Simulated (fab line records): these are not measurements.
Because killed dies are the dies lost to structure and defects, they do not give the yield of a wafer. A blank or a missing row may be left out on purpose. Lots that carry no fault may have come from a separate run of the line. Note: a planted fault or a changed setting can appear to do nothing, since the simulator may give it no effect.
fab line records | flow sky130
[record] lots = 6 | wafers = 18 | last_day = 50
route steps=708 shown FIELD_ISO@16 PAD_OPEN@708
lots that met no fault: from a run of the same line without faults
start_h: hours from the record's opening day to when the first of the lot's shown wafers began | wait_h: hours from the lot's prior step to this one | " the same as in the row above | L1.1+2: several wafers, shown together as one row | - value missing, or start not given | * or withheld: withheld | < > ~ a bound
route shown NAME@n: NAME is a module with steps in the file, n the number in the route of the first one | usual: the fault-free wafers' mean and standard deviation | same: alike in all rows | chamber/n: place in a boat | sites: per-site readings | _std_site: the standard deviation of these | _edge_site: inner sites' mean taken away from outer sites' mean | radius_mm: for every site, how far away it sits from the centre of the wafer | mask NAME#n: copy n | behind: the last tool/chamber to shape the wafer | hold: what put the lot on hold/how long, in hours/how the hold closed | device: names the non-switching transistor (n, p or np) | end of line: the route-end tests of the same wafers | a step given without rows: its recipe and nothing more | killed: at the first sort, the dies lost to defects and structure; wafer yield is something else | map: a wafer's dies, marking killed ones x, the rest . and places with no die _
set.NAME: the setting as run; set.NAME@STEP: as run at that earlier step | model.NAME: the simulator's own value behind a step, which no gauge read
lots at some steps of the route; a table a step, a row a wafer
services: a tool's chamber out of use, with start hour (start_h, from the record's first day; less than 0 if before it), hours out, and reason
[[steps]]
[step SKY_FIELD_ISO_ETCH_15]
[recipe] chemistry = CHF3/O2 | target_depth_nm = 180 | stop_on = Si | source_w = 600 | bias_w = 200 | pressure_mtorr = 40 | chf3_flow_sccm = 50 | O2_flow_sccm = 5 | time_s = 72
[usual] O2_flow_sccm = 4.999/0.015 | drypump_motor_current_A = 5.7/0.56 | oes_product_au = 0.942/0.0066 | throttle_valve_pct = 8.843/0.0095
lot.wafer | tool        | chamber | start_h | wait_h | O2_flow_sccm | drypump_motor_current_A | oes_product_au | rf_hours_counter_h | throttle_valve_pct
L298.2    | rie_diel-01 | 2       | 40.48   | 0.0    | 4.986        | 5.4                     | 0.931          | 170                | 8.830
L298.3    | "           | 0       | "       | "      | 5.015        | 5.9                     | 0.945          | 5                  | 8.839
L298.6    | "           | 3       | "       | "      | 4.977        | 6.5                     | 0.942          | -                  | 8.836
L304.1    | rie_diel-01 | 2       | 71.36   | 0.0    | 5.025        | 5.4                     | 0.933          | 171                | 8.840
L304.3    | "           | 1       | "       | "      | 5.002        | 5.3                     | 0.931          | 58                 | 8.850
L304.6    | "           | 1       | "       | "      | 4.999        | 5.3                     | 0.936          | -                  | 8.837
L314.3    | rie_diel-01 | 0       | 122.51  | 0.0    | 4.984        | 5.8                     | 0.939          | 7                  | 8.841
L314.5    | "           | 1       | "       | "      | 5.015        | 5.3                     | 0.934          | -                  | 8.848
L314.6    | "           | 0       | "       | "      | 4.980        | 5.8                     | 0.929          | -                  | 8.841
L315.1    | rie_diel-04 | 3       | 127.98  | 0.0    | 5.002        | 5.0                     | 0.943          | 68                 | 8.845
L315.2    | "           | 2       | "       | "      | 4.997        | 6.2                     | 0.936          | 1                  | 8.839
L315.4    | "           | 0       | "       | "      | 5.015        | 5.3                     | 0.947          | 47                 | 8.846
L317.4    | rie_diel-01 | 3       | 137.43  | 0.0    | 4.983        | 6.5                     | 0.956          | 1                  | 8.850
L317.5    | "           | 3       | "       | "      | 5.003        | 6.5                     | 0.956          | -                  | 8.848
L317.6    | "           | 2       | "       | "      | 4.999        | 5.4                     | 0.943          | -                  | 8.843
L319.1    | rie_diel-04 | 3       | 150.94  | 0.0    | 4.970        | 5.1                     | 0.949          | 68                 | 8.846
L319.3    | "           | 0       | "       | "      | 5.007        | 5.3                     | 0.949          | 47                 | 8.848
L319.5    | "           | 2       | "       | "      | 4.992        | 6.2                     | 0.941          | -                  | 8.854
[step SKY_FIELD_ISO_STRIP_16]
[recipe] chemistry = O2/N2 | power_w = 1400 | pressure_mtorr = 1500 | platen_temp_c = withheld | o2_flow_sccm = 3000 | n2_flow_sccm = 300 | overash_fraction = 0.5
[usual] drypump_motor_current_A = 5.64/0.28 | oes_product_au = 0.379/0.005 | strip_time_to_endpoint_s = 3.55/0.041
lot.wafer | tool            | chamber | start_h | wait_h | drypump_motor_current_A | oes_product_au | rf_hours_counter_h | strip_time_to_endpoint_s
L298.2    | plasma_asher-04 | 1       | 40.53   | 0.0    | 5.67                    | 0.373          | 37                 | 3.52
L298.3    | "               | 1       | "       | "      | 5.69                    | 0.377          | -                  | 3.50
L298.6    | "               | 1       | "       | "      | 5.69                    | 0.377          | -                  | 3.55
L304.1    | plasma_asher-01 | 1       | 71.42   | 0.0    | 5.47                    | 0.386          | 39                 | 3.49
L304.3    | "               | 0       | "       | "      | 5.54                    | 0.379          | -                  | 3.53
L304.6    | "               | 1       | "       | "      | 5.43                    | 0.373          | -                  | 3.50
L314.3    | plasma_asher-01 | 1       | 122.60  | 0.1    | 5.42                    | 0.381          | -                  | 3.54
L314.5    | "               | 0       | "       | "      | 5.54                    | 0.374          | -                  | 3.54
L314.6    | "               | 1       | "       | "      | 5.44                    | 0.382          | -                  | 3.53
L315.1    | plasma_asher-01 | 1       | 128.03  | 0.0    | 5.42                    | 0.384          | 45                 | 3.61
L315.2    | "               | 0       | "       | "      | 5.50                    | 0.367          | 45                 | 3.54
L315.4    | "               | 1       | "       | "      | 5.42                    | 0.377          | -                  | 3.60
L317.4    | plasma_asher-04 | 1       | 137.52  | 0.1    | 5.72                    | 0.385          | -                  | 3.55
L317.5    | "               | 0       | "       | "      | 6.09                    | 0.375          | -                  | 3.52
L317.6    | "               | 1       | "       | "      | 5.68                    | 0.382          | -                  | 3.56
L319.1    | plasma_asher-04 | 1       | 151.00  | 0.0    | 5.68                    | 0.385          | 3                  | 3.61
L319.3    | "               | 0       | "       | "      | 6.08                    | 0.379          | -                  | 3.60
L319.5    | "               | 0       | "       | "      | 6.05                    | 0.375          | -                  | 3.54
[step SKY_FIELD_ISO_ETCH_17]
[recipe] target_depth_a = 3420 | mask_material = Si3N4 | chemistry = HBr/Cl2/O2 | target = Si | taper_deg = 5 | icp_w = 600 | bias_w = 150 | pressure_mtorr = 15 | HBr_flow_sccm = 150 | Cl2_flow_sccm = 40 | O2_flow_sccm = 6 | time_s = 97.7
[usual] HBr_flow_sccm = 150.0/0.45 | O2_flow_sccm = 5.999/0.018 | drypump_motor_current_A = 5.72/0.27 | oes_product_au = 1.000/0.015 | throttle_valve_pct = 25.657/0.013
lot.wafer | tool      | chamber | start_h | wait_h | HBr_flow_sccm | O2_flow_sccm | drypump_motor_current_A | oes_product_au | rf_hours_counter_h | throttle_valve_pct
L298.2    | rie_si-02 | 1       | 40.63   | 0.1    | 149.9         | 6.008        | 5.39                    | 0.992          | 3                  | 25.665
L298.3    | "         | 2       | "       | "      | 150.5         | 6.032        | 5.90                    | 1.011          | 90                 | 25.643
L298.6    | "         | 3       | "       | "      | 150.3         | 6.019        | 5.60                    | 1.013          | -                  | 25.646
L304.1    | rie_si-02 | 2       | 71.52   | 0.1    | 150.2         | 5.997        | 5.89                    | 1.009          | 90                 | 25.644
L304.3    | "         | 0       | "       | "      | 150.4         | 6.013        | 5.63                    | 1.007          | 35                 | 25.649
L304.6    | "         | 0       | "       | "      | 150.0         | 6.025        | 5.62                    | 0.995          | -                  | 25.658
L314.3    | rie_si-02 | 1       | 122.67  | 0.0    | 149.9         | 5.980        | 5.41                    | 0.987          | 3                  | 25.671
L314.5    | "         | 0       | "       | "      | 150.5         | 5.997        | 5.63                    | 1.004          | -                  | 25.663
L314.6    | "         | 3       | "       | "      | 149.1         | 5.966        | 5.61                    | 1.015          | -                  | 25.646
L315.1    | rie_si-02 | 1       | 128.13  | 0.1    | 150.0         | 5.987        | 5.40                    | 0.989          | 3                  | 25.677
L315.2    | "         | 3       | "       | "      | 149.3         | 6.006        | 5.58                    | 1.010          | 115                | 25.648
L315.4    | "         | 2       | "       | "      | 150.0         | 6.004        | 5.89                    | 1.013          | 90                 | 25.661
L317.4    | rie_si-01 | 1       | 137.58  | 0.0    | 150.8         | 5.974        | 5.41                    | 0.998          | 129                | 25.649
L317.5    | "         | 3       | "       | "      | 149.2         | 5.989        | 6.02                    | 1.024          | -                  | 25.623
L317.6    | "         | 2       | "       | "      | 149.6         | 5.999        | 5.64                    | 0.993          | -                  | 25.666
L319.1    | rie_si-02 | 1       | 151.10  | 0.1    | 149.0         | 5.994        | 5.40                    | 0.977          | 3                  | 25.681
L319.3    | "         | 3       | "       | "      | 150.1         | 5.998        | 5.60                    | 1.003          | 115                | 25.652
L319.5    | "         | 1       | "       | "      | 149.6         | 5.978        | 5.40                    | 0.988          | -                  | 25.672
[step SKY_FIELD_ISO_WET_ETCH_18]
[recipe] chemistry = H3PO4 | target_depth_nm = 25 | temp_c = 160 | target = Si3N4 | time_s = 286
[step SKY_FIELD_ISO_CLEAN_19]
[recipe] chemistry = SC1/SC2 | mix = 1:4:20 | temp_c = 70 | time_s = 150
[step SKY_FIELD_ISO_CLEAN_20]
[recipe] chemistry = dHF | time_s = 20 | dilution = 100:1
[step SKY_FIELD_ISO_WET_ETCH_21]
[recipe] chemistry = dHF | dilution = 100:1 | target_depth_nm = 20 | dry = ipa_marangoni | target = SiO2 | temp_c = 25 | time_s = 400
[step SKY_FIELD_ISO_OXIDATION_22]
[recipe] temp_c = 950 | ambient = O2 | stabilise_s = 600 | purge_s = 300 | target_thk_a = 100 | ox_time_s = 623
[step SKY_FIELD_ISO_THK_MEAS_23]
[recipe] reads = SiO2_of_FIELD_ISO_OXIDATION_22
[usual] FIELD_ISO_OXIDATION_01_THK = 10.04/0.2
lot.wafer | tool          | chamber | start_h | wait_h | FIELD_ISO_OXIDATION_01_THK[nm]
L298.2    | film_metro-03 | -       | 44.13   | 0.0    | 9.74
L298.3    | "             | -       | "       | "      | 9.65
L298.6    | "             | -       | "       | "      | 9.72
L304.1    | film_metro-04 | -       | 73.04   | 0.0    | 10.08
L304.3    | "             | -       | "       | "      | 10.14
L304.6    | "             | -       | "       | "      | 10.15
L314.3    | film_metro-04 | -       | 126.78  | 0.0    | 9.81
L314.5    | "             | -       | "       | "      | 10.07
L314.6    | "             | -       | "       | "      | 10.08
L315.1    | film_metro-03 | -       | 132.83  | 0.0    | 9.96
L315.2    | "             | -       | "       | "      | 10.14
L315.4    | "             | -       | "       | "      | 10.12
L317.4    | film_metro-03 | -       | 139.30  | 0.0    | 9.88
L317.5    | "             | -       | "       | "      | 9.88
L317.6    | "             | -       | "       | "      | 9.87
L319.1    | film_metro-03 | -       | 152.81  | 0.0    | 10.13
L319.3    | "             | -       | "       | "      | 10.22
L319.5    | "             | -       | "       | "      | 10.12
[step SKY_FIELD_ISO_CVD_24]
[recipe] material = SiO2 | target_thk_nm = 595 | temp_c = 650 | sigma_open_frac = 0.3 | time_s = 99.2 | sih4_flow_sccm = 60 | pressure_mtorr = 6
[step SKY_FIELD_ISO_THK_MEAS_25]
[recipe] reads = SiO2_of_FIELD_ISO_CVD_24
[usual] FIELD_ISO_CVD_24_THK = 598/7.4
lot.wafer | tool          | chamber | start_h | wait_h | FIELD_ISO_CVD_24_THK[nm]
L298.2    | film_metro-03 | -       | 44.26   | 0.0    | 602
L298.3    | "             | -       | "       | "      | 605
L298.6    | "             | -       | "       | "      | 603
L304.1    | film_metro-03 | -       | 73.17   | 0.0    | 603
L304.3    | "             | -       | "       | "      | 604
L304.6    | "             | -       | "       | "      | 594
L314.3    | film_metro-03 | -       | 126.91  | 0.1    | 585
L314.5    | "             | -       | "       | "      | 594
L314.6    | "             | -       | "       | "      | 589
L315.1    | film_metro-01 | -       | 132.96  | 0.0    | 599
L315.2    | "             | -       | "       | "      | 593
L315.4    | "             | -       | "       | "      | 596
L317.4    | film_metro-01 | -       | 139.43  | 0.0    | 600
L317.5    | "             | -       | "       | "      | 587
L317.6    | "             | -       | "       | "      | 599
L319.1    | film_metro-04 | -       | 152.94  | 0.0    | 604
L319.3    | "             | -       | "       | "      | 604
L319.5    | "             | -       | "       | "      | 599
[step SKY_FIELD_ISO_ANNEAL_26]
[recipe] temp_c = 1000 | time_s = 1800 | ambient = N2
[step SKY_FIELD_ISO_CMP_27]
[recipe] stop_on = Si3N4 | t_overpolish_s = 16 | down_force_psi = 4 | platen_rpm = 60 | target_thk_nm = 457.8 | pad_velocity_m_s = 0.94248
[usual] motor_current_A = 11.6/0.9 | overpolish_run_s = 16.000/0.0088 | time_to_endpoint_s = 116/4.4
lot.wafer | tool   | chamber | start_h | wait_h | motor_current_A | overpolish_run_s | time_to_endpoint_s
L298.3    | cmp-02 | 1       | 45.99   | 0.1    | 11.4            | 15.997           | 118
L298.2    | "      | 2       | "       | "      | 12.5            | 16.006           | 118
L298.6    | "      | 0       | "       | "      | 10.7            | 15.995           | 111
L304.3    | cmp-01 | 2       | 75.25   | 0.0    | 11.4            | 16.012           | 119
L304.1    | "      | 3       | "       | "      | 10.8            | 16.009           | 115
L304.6    | "      | 3       | "       | "      | 10.7            | 15.997           | 113
L314.3    | cmp-02 | 3       | 131.80  | 0.1    | 12.7            | 15.997           | 118
L314.5    | "      | 0       | "       | "      | 11.4            | 15.999           | 233
L314.6    | "      | 1       | "       | "      | 11.7            | 15.988           | 226
L315.2    | cmp-02 | 2       | 138.15  | 0.1    | 11.5            | 15.988           | 238
L315.4    | "      | 3       | "       | "      | 12.5            | 16.008           | 119
L315.1    | "      | 0       | "       | "      | 10.8            | 16.003           | 121
L317.4    | cmp-01 | 2       | 143.81  | 0.1    | 10.9            | 15.987           | 123
L317.5    | "      | 3       | "       | "      | 10.1            | 16.011           | 114
L317.6    | "      | 0       | "       | "      | 11.8            | 15.999           | 111
L319.3    | cmp-01 | 2       | 155.90  | 0.0    | 11.7            | 16.009           | 116
L319.1    | "      | 1       | "       | "      | 14.1            | 16.006           | 113
L319.5    | "      | 3       | "       | "      | 10.7            | 16.004           | 116
[step SKY_FIELD_ISO_WET_ETCH_28]
[recipe] chemistry = dHF | target_depth_nm = 23.7 | target = SiO2 | dilution = 10:1 | temp_c = 25 | time_s = 47
[step SKY_PAD_OPEN_PROBE_99]
[usual] killed_at_M0_to_M3 = 45/6.6 | killed_at_M4_up = 3.1/1.6 | killed_at_contacts = 24/5 | killed_at_front_end = 14/4.4 | killed_at_other = 0.3/0.58 | killed_dies = 87/9.2 | killed_open = 47/6.7 | killed_short = 40/6.4
[same] gross_dies = 492 | killed_at_back_side = 0
lot.wafer | tool      | chamber | start_h | wait_h | killed_at_M0_to_M3 | killed_at_M4_up | killed_at_contacts | killed_at_front_end | killed_at_other | killed_dies | killed_open | killed_short
L298.2    | prober-01 | -       | 1088.17 | 0.1    | 29                 | 4               | 19                 | 13                  | 1               | 66          | 36          | 30
L298.3    | prober-01 | -       | 1088.22 | 0.2    | 54                 | 3               | 21                 | 14                  | 1               | 93          | 45          | 48
L298.6    | prober-01 | -       | 1088.37 | 0.2    | 30                 | 3               | 19                 | 18                  | 0               | 70          | 39          | 31
L304.1    | prober-01 | -       | 1121.63 | 0.1    | 30                 | 3               | 28                 | 15                  | 0               | 76          | 46          | 30
L304.3    | prober-01 | -       | 1121.73 | 0.2    | 53                 | 6               | 19                 | 14                  | 1               | 93          | 48          | 45
L304.6    | prober-01 | -       | 1121.88 | 0.2    | 39                 | 1               | 24                 | 20                  | 0               | 84          | 52          | 32
L314.3    | prober-02 | -       | 1182.10 | 0.2    | 51                 | 5               | 15                 | 13                  | 1               | 85          | 47          | 38
L314.5    | prober-02 | -       | 1182.20 | 0.2    | 46                 | 3               | 15                 | 16                  | 0               | 80          | 44          | 36
L314.6    | prober-02 | -       | 1182.25 | 0.2    | 44                 | 0               | 20                 | 15                  | 1               | 80          | 46          | 34
L315.1    | prober-01 | -       | 1187.64 | 0.1    | 49                 | 1               | 29                 | 18                  | 0               | 97          | 58          | 39
L315.2    | prober-01 | -       | 1187.69 | 0.1    | 36                 | 5               | 20                 | 17                  | 0               | 78          | 49          | 29
L315.4    | prober-01 | -       | 1187.79 | 0.2    | 50                 | 4               | 30                 | 14                  | 0               | 98          | 60          | 38
L317.4    | prober-02 | -       | 1190.56 | 0.2    | 45                 | 4               | 23                 | 9                   | 0               | 81          | 47          | 34
L317.5    | prober-02 | -       | 1190.61 | 0.2    | 42                 | 1               | 26                 | 8                   | 0               | 77          | 44          | 33
L317.6    | prober-02 | -       | 1190.66 | 0.2    | 35                 | 3               | 33                 | 13                  | 0               | 84          | 45          | 39
L319.1    | prober-02 | -       | 1200.70 | 0.1    | 39                 | 2               | 25                 | 7                   | 3               | 76          | 37          | 39
L319.3    | prober-02 | -       | 1200.80 | 0.2    | 55                 | 3               | 27                 | 14                  | 0               | 99          | 55          | 44
L319.5    | prober-02 | -       | 1200.90 | 0.2    | 48                 | 2               | 21                 | 14                  | 0               | 85          | 44          | 41
// killed by level:class
L298.2 LI_CONTACT:geometric_particle:open=7 METAL2:geometric_particle:short=5 LOCAL_INTERCONNECT:geometric_particle:short=4 CONTACT:geometric_particle:open=4 VIA3:geometric_particle:open=4 FIELD_ISO:geometric_particle:open=3 POLY_GATE:geometric_particle:open=3 VIA1:geometric_particle:open=3
L298.3 METAL1:geometric_particle:short=9 CONTACT:geometric_particle:open=8 VIA2:geometric_particle:open=8 LOCAL_INTERCONNECT:geometric_particle:short=7 VIA3:geometric_particle:open=7 VIA1:geometric_particle:open=6 METAL2:geometric_particle:short=6 METAL2:geometric_particle:open=5
L298.6 LI_CONTACT:geometric_particle:open=8 VIA1:geometric_particle:open=8 FIELD_ISO:geometric_particle:short=6 VIA2:geometric_particle:open=6 METAL2:geometric_particle:short=5 CONTACT:geometric_particle:open=5 FIELD_ISO:geometric_particle:open=4 POLY_GATE:geometric_particle:short=4
L304.1 VIA1:geometric_particle:open=10 LI_CONTACT:geometric_particle:open=9 CONTACT:geometric_particle:open=9 FIELD_ISO:geometric_particle:open=8 METAL2:geometric_particle:short=6 METAL1:geometric_particle:short=5 CONTACT:geometric_particle:short=5 POLY_GATE:geometric_particle:short=4
L304.3 VIA3:geometric_particle:open=12 CONTACT:geometric_particle:open=8 VIA2:geometric_particle:open=7 VIA1:geometric_particle:open=7 CONTACT:geometric_particle:short=6 METAL1:geometric_particle:open=6 FIELD_ISO:geometric_particle:short=5 VIA2:geometric_particle:short=5
L304.6 CONTACT:geometric_particle:open=11 VIA1:geometric_particle:open=10 POLY_GATE:geometric_particle:open=7 POLY_GATE:geometric_particle:short=5 LI_CONTACT:geometric_particle:open=5 FIELD_ISO:geometric_particle:short=4 METAL1:geometric_particle:open=4 LI_CONTACT:geometric_particle:short=4
L314.3 VIA1:geometric_particle:open=13 VIA3:geometric_particle:open=8 VIA1:geometric_particle:short=7 VIA2:geometric_particle:open=7 METAL2:geometric_particle:short=6 LI_CONTACT:geometric_particle:open=5 POLY_GATE:geometric_particle:short=4 METAL4:geometric_particle:short=4
L314.5 VIA1:geometric_particle:open=15 POLY_GATE:geometric_particle:open=8 VIA2:geometric_particle:open=8 METAL2:geometric_particle:short=7 CONTACT:geometric_particle:open=6 CONTACT:geometric_particle:short=5 VIA1:geometric_particle:short=4 METAL1:geometric_particle:short=4
L314.6 CONTACT:geometric_particle:open=9 VIA1:geometric_particle:open=9 VIA3:geometric_particle:open=8 VIA1:geometric_particle:short=7 FIELD_ISO:geometric_particle:short=5 METAL2:geometric_particle:short=5 FIELD_ISO:geometric_particle:open=4 LI_CONTACT:geometric_particle:open=4
L315.1 VIA1:geometric_particle:open=16 LI_CONTACT:geometric_particle:open=13 VIA2:geometric_particle:open=10 CONTACT:geometric_particle:open=7 FIELD_ISO:geometric_particle:short=6 VIA1:geometric_particle:short=6 POLY_GATE:geometric_particle:open=5 METAL1:geometric_particle:short=5
L315.2 VIA1:geometric_particle:open=15 LI_CONTACT:geometric_particle:open=8 CONTACT:geometric_particle:open=6 METAL1:geometric_particle:short=5 VIA2:geometric_particle:open=5 FIELD_ISO:geometric_particle:short=4 FIELD_ISO:geometric_particle:open=4 POLY_GATE:geometric_particle:short=4
L315.4 VIA2:geometric_particle:open=14 LI_CONTACT:geometric_particle:open=10 CONTACT:geometric_particle:open=10 VIA1:geometric_particle:open=8 METAL1:geometric_particle:short=6 VIA3:geometric_particle:open=6 METAL3:geometric_particle:short=5 FIELD_ISO:geometric_particle:open=4
L317.4 VIA1:geometric_particle:open=11 VIA2:geometric_particle:open=8 CONTACT:geometric_particle:open=7 LI_CONTACT:geometric_particle:short=6 METAL2:geometric_particle:open=5 LI_CONTACT:geometric_particle:open=4 LOCAL_INTERCONNECT:geometric_particle:short=4 METAL2:geometric_particle:short=4
L317.5 VIA1:geometric_particle:open=13 METAL2:geometric_particle:short=9 CONTACT:geometric_particle:open=9 LI_CONTACT:geometric_particle:open=7 VIA2:geometric_particle:open=6 CONTACT:geometric_particle:short=5 LOCAL_INTERCONNECT:geometric_particle:short=4 METAL3:geometric_particle:short=4
L317.6 CONTACT:geometric_particle:open=14 METAL2:geometric_particle:short=6 VIA3:geometric_particle:open=6 LOCAL_INTERCONNECT:geometric_particle:short=5 VIA1:geometric_particle:open=5 CONTACT:geometric_particle:short=5 VIA2:geometric_particle:open=5 FIELD_ISO:geometric_particle:short=4
L319.1 LI_CONTACT:geometric_particle:open=10 VIA2:geometric_particle:open=9 METAL2:geometric_particle:short=8 VIA1:geometric_particle:open=8 METAL1:geometric_particle:short=7 CONTACT:geometric_particle:open=5 CONTACT:geometric_particle:short=4 LI_CONTACT:geometric_particle:short=3
L319.3 VIA2:geometric_particle:open=12 VIA1:geometric_particle:open=11 CONTACT:geometric_particle:open=10 CONTACT:geometric_particle:short=7 METAL1:geometric_particle:short=7 LI_CONTACT:geometric_particle:open=6 VIA1:geometric_particle:short=6 VIA3:geometric_particle:open=5
L319.5 VIA1:geometric_particle:open=12 VIA1:geometric_particle:short=8 CONTACT:geometric_particle:open=7 LI_CONTACT:geometric_particle:open=6 VIA2:geometric_particle:open=5 VIA2:geometric_particle:short=5 VIA3:geometric_particle:open=5 FIELD_ISO:geometric_particle:short=4
[[services]]
tool            | chamber | start_h | hours | kind
rie_si-01       | 0       | 18.98   | 3.4   | repair
cmp-02          | -       | 20.35   | 1.8   | repair
rie_si-01       | -       | 41.86   | 0.1   | repair
cmp-02          | -       | 62.50   | 14.4  | pm
rie_diel-01     | 3       | 63.95   | -     | clean
rie_diel-01     | 3       | 63.95   | -     | consumable_replace:esc
rie_diel-01     | 3       | 63.95   | 24.9  | scheduled_down
rie_diel-01     | 3       | 63.95   | 24.9  | vent_cycle
cmp-01          | -       | 64.22   | 4.0   | pm
cmp-02          | -       | 77.97   | 0.8   | repair
cmp-02          | -       | 82.39   | 0.7   | repair
cmp-01          | -       | 85.97   | 1.5   | repair
rie_diel-01     | 2       | 88.82   | -     | clean
rie_diel-01     | 2       | 88.82   | 20.9  | scheduled_down
rie_si-01       | 0       | 90.36   | 4.5   | repair
cmp-02          | -       | 90.47   | 1.2   | repair
plasma_asher-04 | -       | 108.75  | 9.0   | pm
cmp-02          | -       | 109.58  | 1.0   | repair
plasma_asher-04 | -       | 110.18  | 14.2  | repair
rie_si-01       | 0       | 123.01  | 5.6   | repair
cmp-01          | -       | 131.06  | 2.0   | repair
cmp-01          | -       | 134.68  | 0.4   | repair
cmp-02          | -       | 145.69  | 5.5   | pm
rie_si-02       | 1       | 151.60  | 5.4   | repair
[[key]]
[first_sign] step = SKY_FIELD_ISO_CMP_27 | reading = time_to_endpoint_s | direction = up | sigmas = 26 | usual = * | struck = *
effect none on later readings
met_at SKY_FIELD_ISO_CMP_27
struck_wafers L314.5,L314.6,L315.2
tester_left_out L314,L315
onset_between 45.99 131.80
[fault] kind = process_parameter_drift | tool = cmp-02 | chamber = - | onset_h = 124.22 | steps = SKY_FIELD_ISO_CMP_27 | channel = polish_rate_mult | offset = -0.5 | shape = step | end_h = 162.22 | scope = struck_wafers_only
// tester_left_out: of these lots the tester's yield and bins aren't shown, on N5 and GAA mostly nor the transistor test; their killed dies are dies lost to structure and defects alone, not to doping, threshold or leakage, so they don't give the yield
